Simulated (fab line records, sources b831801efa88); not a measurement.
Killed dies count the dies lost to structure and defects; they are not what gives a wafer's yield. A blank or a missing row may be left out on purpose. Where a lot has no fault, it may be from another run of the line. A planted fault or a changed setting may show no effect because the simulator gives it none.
A struck lot beside a sound one	flow sky130	14 out of 708 route steps
Sound: the wafers L498.4, L498.5, L498.6. The struck wafers were L505.3, L505.5, L505.6. Last of all comes the cause.
At each step with rows: each side's tool, then ch and its chambers, then its first start. Under that, the readings that differ: sound wafers	struck wafers	difference of the means	sigmas: that difference in standard deviations of wafers without a fault.
alike: readings with means less than 2 such deviations apart, plus words and numbers identical on both sides. not compared: withheld readings, readings lacking a value on some wafer, bounds such as >300 that could conceal the same value, and numbers that have no deviation in the record and whose values overlap.
A row with sigmas, a row that says differs or no value, or rows on one side alone: a step with any of these is where the two part. When numbers do not overlap yet have no deviation, they are printed without sigmas and do not part them. A reading that every wafer of one side lacks parts them only if that side has two wafers or more.

first, 4 steps without rows for these wafers: SKY_LDD_N_IMPLANT_12; SKY_LDD_N_IMPLANT_13; SKY_LDD_N_IMPLANT_14; SKY_LDD_N_IMPLANT_15.
SKY_LDD_N_STRIP_16: strips in O2/N2.
  sound on plasmaAsher-04 ch 0,1, day 20 00:06; struck on plasmaAsher-04 ch 0,1, day 22 03:49
  alike: drypumpMotorCurrentA, oesProductAu, stripTimeToEndpointS
  not compared: rfHoursCounterH
SKY_LDD_N_TW_MEAS_17:
  sound: filmMetro-04 at day 20 00:12; struck: filmMetro-02 at day 22 03:54
  alike: LDD_N_TW
then, 6 steps without rows for these wafers: SKY_LDD_P_DEHYDRATE_00 (time 60 s); SKY_LDD_P_HMDS_01 (prime time 60 s); SKY_LDD_P_COAT_02 (resist thk 1140 nm); SKY_LDD_P_SOFTBAKE_03 (time 60 s); SKY_LDD_P_EXPOSE_04 (exposes mask PSDM, target cd 380 nm); SKY_LDD_P_PEB_05.
SKY_LDD_P_DEVELOP_06: develop time 60 s.
  struck on lithoTrack-01, day 23 09:47; sound on lithoTrack-04 ch 0, day 21 05:31
  no value came back on the struck wafers for chillPlateTempC (C), developTimeS (s); on the sound wafers chillPlateTempC (C) reads 22.88 23.00 22.84
SKY_LDD_P_CD_MEAS_07 targets a cd of 380 nm.
  sound: cdSem-01 at day 21 05:38; struck: cdSem-01 at day 23 09:56
reading	sound	struck	difference	sigmas
cdNm (nm)	378.5 379.0 378.8	- - -	no value on the struck wafers	

## WHERE THEY PART
Earliest at SKY_LDD_P_DEVELOP_06; latest, in this record, at SKY_LDD_P_CD_MEAS_07.

WHY: the cause the simulator had injected
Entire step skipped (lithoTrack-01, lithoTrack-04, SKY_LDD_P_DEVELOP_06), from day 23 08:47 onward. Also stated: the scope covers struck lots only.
